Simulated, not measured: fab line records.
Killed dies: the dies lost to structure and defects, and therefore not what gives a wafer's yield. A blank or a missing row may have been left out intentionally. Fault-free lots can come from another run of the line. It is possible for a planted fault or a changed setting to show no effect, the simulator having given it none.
Which tool is to blame?	flow gf180mcu	7 lots, 21 wafers sampled, at 2 steps of a route of 602

## WHAT EACH GAUGE READ, for each wafer
GF_SALICIDE_THK_MEAS_05: measures by xrf.
lot	measured	on	SALICIDE_TIN_THK (nm)
L390	day 17 01:55	film metro-02	19.77 19.36 19.84
L393	day 18 08:19	film metro-02	20.02 19.52 20.04
L400	day 20 20:01	film metro-04	19.88 20.08 20.15
L402	day 21 11:38	film metro-01	20.04 20.12 19.80
L404	day 22 05:59	film metro-04	19.39 19.34 19.78
L406	day 22 15:45	film metro-04	20.22 20.15 20.18
L408	day 23 14:07	film metro-01	20.15 20.08 19.96

## WHICH TOOL RAN EACH LOT (tool, then ch and the chambers of the sampled wafers, then the start)
lot	GF_HV_LDD_HMDS_13
L390	litho track-02 ch 0, day 11 23:50
L393	litho track-04 ch 0, day 13 01:23
L400	litho track-01 ch 0, day 15 06:53
L402	litho track-02 ch 0, day 15 19:40
L404	litho track-02 ch 0, day 16 12:49
L406	litho track-04 ch 0, day 16 22:14
L408	litho track-02 ch 0, day 17 20:02
- GF_HV_LDD_HMDS_13: prime time 60 s.

## THE ANSWER, worked out from the rows above alone
Rule: what is usual is taken from the lots themselves. Put in order of their means at a reading, lots are off if they are a third of the lots or fewer, leave a main group of 4 or more, and stand apart from it by a gap of 3 or more times the standard deviation of the main group's means; of several such gaps the widest counts. If all means in a main group match to the digits the tables above print for the reading, that group is not used. Also off: a lot with no number at a reading for which 4 or more lots have one. All remaining lots with rows at the step are treated as sound.
No lot is off on any of the readings shown, so nothing can be concluded from this.

## WHAT WAS PUT IN BY THE SIMULATOR
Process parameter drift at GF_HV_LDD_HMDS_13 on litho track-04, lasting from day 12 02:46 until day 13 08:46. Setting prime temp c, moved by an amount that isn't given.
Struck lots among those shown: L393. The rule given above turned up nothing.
